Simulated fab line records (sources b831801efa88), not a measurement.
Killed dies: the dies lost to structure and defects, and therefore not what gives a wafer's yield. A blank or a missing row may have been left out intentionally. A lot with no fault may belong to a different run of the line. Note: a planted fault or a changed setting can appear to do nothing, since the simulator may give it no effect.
Which tool was responsible? -- flow gf180mcu -- 6 lots, 18 wafers sampled, at 1 step of a route of 602

== WHAT THE GAUGES READ, wafer by wafer ==
GF_CONTACT_THK_MEAS_03.
lot,measured,on,CONTACT_CVD_02_THK (nm)
L527,day 17 08:20,film metro-04,869 859 873
L532,day 19 09:46,film metro-01,843 836 865
L536,day 20 15:29,film metro-02,862 866 848
L538,day 21 13:09,film metro-01,845 870 872
L540,day 22 12:52,film metro-02,823 834 838
L542,day 23 04:35,film metro-02,870 874 895

== WHICH TOOL RAN EACH LOT (tool, then ch and the chambers of the sampled wafers, then the start) ==
The record shows no process step preceding these readings.

== THE ANSWER, worked out from the rows above alone ==
Rule: the lots themselves supply what counts as usual. Put in order of their means at a reading, lots are off if they are a third of the lots or fewer, leave a main group of 4 or more, and stand apart from it by a gap of 3 or more times the standard deviation of the main group's means; of several such gaps the widest counts. A main group whose means are all the same, to the digits that the tables above print for the reading, isn't used. A lot without any number at a reading at which 4 lots or more have one is off too. Where the step has rows for the other lots, those lots are counted as sound.
No lot is off at any reading shown: from this, nothing can be told.

== WHAT THE SIMULATOR HAD PUT IN ==
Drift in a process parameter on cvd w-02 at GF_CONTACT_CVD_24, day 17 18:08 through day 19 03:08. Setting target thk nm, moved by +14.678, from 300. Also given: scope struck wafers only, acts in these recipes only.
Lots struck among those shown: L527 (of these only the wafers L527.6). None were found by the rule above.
